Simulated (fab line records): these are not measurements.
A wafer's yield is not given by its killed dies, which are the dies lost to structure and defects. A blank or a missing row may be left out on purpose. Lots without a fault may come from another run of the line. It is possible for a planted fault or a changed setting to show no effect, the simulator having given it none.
A lot that was struck, set against a sound lot || flow sky130 || 44 steps out of a route of 708
Sound: the wafers L259.1, L259.3, L259.6. Struck: wafer L270.3 (L270.5, L270.6, from the same lot, were not struck and are left out); the cause is given at the end.
Per side, at each step with rows, come the tool, then ch with its chambers, and then its first start. Under that, the readings that differ: sound wafers || struck wafers || difference of the means || sigmas: that difference in standard deviations of wafers without a fault.
alike: readings with means less than 2 such deviations apart, plus words and numbers identical on both sides. not compared: withheld readings, readings lacking a value on some wafer, bounds such as >300 that could conceal the same value, and numbers that have no deviation in the record and whose values overlap.
A row with sigmas, a row that says differs or no value, or rows on one side alone: a step with any of these is where the two part. Non-overlapping numbers with no deviation appear without sigmas and do not part them. A reading that every wafer of one side lacks parts them only if that side has two wafers or more.

first, 2 steps without rows for these wafers: SKY_VIA2_CLEAN_18 (cleans in IPA, time 180 s); SKY_VIA2_CLEAN_19 (cleans in O3/DIW).
SKY_VIA2_SPUTTER_20: material TiN, target thk 20 nm, time 80 s.
  struck on pvd sputter-03, day 42 06:53; sound on pvd sputter-01, day 38 22:05
  alike: throttle valve pct
SKY_VIA2_CVD_21: deposits W, target thk 420 nm, time 126.4 s.
  sound on cvd w-01 ch 0,1, day 38 22:08; struck on cvd w-02 ch 0, day 42 06:59
  alike: heater power w
SKY_VIA2_RS_MEAS_22: a four-point-probe measurement.
  struck on film metro-01, day 42 07:07; sound on film metro-01, day 38 22:16
  alike: VIA2_W_RS
SKY_VIA2_THK_MEAS_23: measures by xrf.
  struck on film metro-01, day 42 07:13; sound on film metro-01, day 38 22:23
  alike: VIA2_W_THK
SKY_VIA2_CMP_24: polishes, stops on SiO2, t overpolish 20 s, target thk 0 nm.
  sound on cmp-01 ch 0,1,3, day 38 22:27; struck on cmp-02 ch 1, day 42 07:19
  alike: motor current A, overpolish run s, time to endpoint s
then, 4 steps without rows for these wafers: SKY_METAL3_SPUTTER_00 (material Ti, target thk 15 nm, time 10 s); SKY_METAL3_SPUTTER_01 (material TiN, target thk 20 nm, time 16.7 s); SKY_METAL3_SPUTTER_02 (material AlCu, target thk 735 nm, time 39.1 s); SKY_METAL3_SPUTTER_03 (material Ti, target thk 5 nm, time 3.3 s).
SKY_METAL3_SPUTTER_04: material TiN, target thk 70 nm, time 58.3 s.
  struck on pvd sputter-02, day 42 07:40; sound on pvd sputter-04, day 38 22:52
  alike: throttle valve pct
SKY_CAPM_CVD_00: deposits SiO2, target thk 15.5 nm.
  sound on pecvd-04 ch 0,1, day 38 22:54; struck on pecvd-02 ch 0, day 42 07:43
{"reading": "model.SiO2_of_CAPM_CVD_00.thk nm (nm)", "sound": "15.31 15.35 15.51", "struck": 19.11, "difference": "+3.72", "sigmas": ""}
  alike: heater power w, rf fwd power W
SKY_CAPM_THK_MEAS_01:
  struck on film metro-02, day 42 07:45; sound on film metro-01, day 38 22:56
{"reading": "CAPM_CVD_00_THK (nm)", "sound": "15.31 15.31 15.50", "struck": 19.14, "difference": "+3.77", "sigmas": "+17"}
then, 1 step without rows for these wafers: SKY_CAPM_SPUTTER_02 (material TiN, target thk 200 nm, time 166.7 s).
SKY_CAPM_RS_MEAS_03: a four-point-probe measurement.
  struck on film metro-02, day 42 07:56; sound on film metro-01, day 38 23:06
  alike: CAPM_TIN_RS
SKY_CAPM_THK_MEAS_04: measures by xrf.
  struck on film metro-02, day 42 08:02; sound on film metro-01, day 38 23:13
  alike: CAPM_TIN_THK
then, 7 steps without rows for these wafers: SKY_CAPM_DEHYDRATE_05 (time 60 s); SKY_CAPM_HMDS_06 (prime time 60 s); SKY_CAPM_COAT_07 (resist thk 1140 nm); SKY_CAPM_SOFTBAKE_08 (time 60 s); SKY_CAPM_EXPOSE_09 (exposes mask CAPM, target cd 1000 nm); SKY_CAPM_PEB_10; SKY_CAPM_DEVELOP_11 (develop time 60 s).
SKY_CAPM_OVL_MEAS_12:
  struck on overlay-02, day 43 06:41; sound on overlay-01, day 40 00:05
{"reading": "CAPM_OVL (nm)", "sound": "-0.6 0.6 -0.1", "struck": -2.7, "difference": -2.7, "sigmas": -2}
then, 13 steps without rows for these wafers: SKY_CAPM_METAL_ETCH_13 (etches TiN in Cl2/BCl3, stops on SiO2, target depth 220 nm, time 62.9 s); SKY_CAPM_STRIP_14 (strips in O2/N2); SKY_CAPM_STRIP_15 (strips in post etch residue remover, time 1200 s); SKY_CAPM_CLEAN_16 (cleans in IPA, time 180 s); SKY_CAPM_CLEAN_17 (cleans in O3/DIW); SKY_METAL3_DEHYDRATE_05 (time 60 s); SKY_METAL3_HMDS_06 (prime time 60 s); SKY_METAL3_COAT_07 (resist thk 60 nm); SKY_METAL3_COAT_08 (resist thk 1140 nm); SKY_METAL3_SOFTBAKE_09 (time 90 s); SKY_METAL3_EXPOSE_10 (exposes mask MM3, target cd 300 nm); SKY_METAL3_PEB_11; SKY_METAL3_DEVELOP_12 (develop time 60 s).
SKY_METAL3_CD_MEAS_13: target cd 300 nm.
  struck on cd sem-01, day 44 05:38; sound on cd sem-02, day 41 00:52
  alike: cd nm
SKY_METAL3_OVL_MEAS_14:
  struck on overlay-01, day 44 05:43; sound on overlay-01, day 41 00:59
  alike: METAL3_OVL
SKY_METAL3_DESCUM_15: chemistry O2, time 8 s.
  sound on rie metal-02 ch 0,1, day 41 01:02; struck on rie metal-01 ch 1, day 44 05:46
  alike: chamber pressure mTorr, drypump motor current A, oes product au, rf fwd power W, temp c
  not compared: rf hours counter h
then, 1 step without rows for these wafers: SKY_METAL3_ETCH_16 (etches BARC in N2/H2, stops on SiO2, time 88.2 s, target depth 60 nm).
SKY_METAL3_ETCH_17: etches SiO2 in C4F8/O2/Ar, stops on TiN, time 3.9 s, target depth 15 nm.
  sound on rie diel-01 ch 2,3, day 41 01:10; struck on rie diel-03 ch 0, day 44 05:53
{"reading": "oes product au (a.u.)", "sound": "0.744 0.754 0.749", "struck": 0.848, "difference": "+0.099", "sigmas": "+14"}
{"reading": "model.etch.depth nm (nm)", "sound": "15.31 15.35 15.51", "struck": 19.11, "difference": "+3.72", "sigmas": ""}
  alike: chamber pressure mTorr, rf fwd power W
  not compared: rf hours counter h
-- the record jumps here: 6 days lie between the struck wafers' starts before and after (it left off in module METAL3 and takes up again in module PAD_OPEN, whose first step shown is number 708 of the route) --
SKY_PAD_OPEN_PROBE_99:
  struck on prober-01, day 50 07:04; sound on prober-02, day 47 22:34
{"reading": "defect limited yield (%)", "sound": "85.6 81.5 82.7", "struck": 77.8, "difference": -5.5, "sigmas": -3}
{"reading": "killed at front end", "sound": "7 21 11", "struck": 24, "difference": "+11", "sigmas": "+2"}
{"reading": "killed at other", "sound": "2 0 3", "struck": 0, "difference": -2, "sigmas": -3}
{"reading": "killed dies", "sound": "71 91 85", "struck": 109, "difference": "+27", "sigmas": "+3"}
{"reading": "killed open", "sound": "35 43 43", "struck": 66, "difference": "+26", "sigmas": "+4"}
{"reading": "model.etest.cap mim.bv v (V)", "sound": "13.28 14.39 14.1", "struck": 17.39, "difference": "+3.47", "sigmas": ""}
{"reading": "model.etest.cap mim.leak log10 a cm2", "sound": "-9.007 -8.826 -9.106", "struck": -9.666, "difference": -0.686, "sigmas": ""}
{"reading": "model.etest.cap mim.c ff um2", "sound": "2.385 2.37 2.333", "struck": 1.901, "difference": -0.462, "sigmas": ""}
  alike: killed_at_M0_to_M3, killed_at_M4_up, killed at contacts, killed short
  not compared: model.etest.tester.sort_bin_8_pct

== WHERE THEY PART ==
Last at SKY_PAD_OPEN_PROBE_99 as far as this record goes, first at SKY_CAPM_THK_MEAS_01.

WHY: whatever the simulator had introduced
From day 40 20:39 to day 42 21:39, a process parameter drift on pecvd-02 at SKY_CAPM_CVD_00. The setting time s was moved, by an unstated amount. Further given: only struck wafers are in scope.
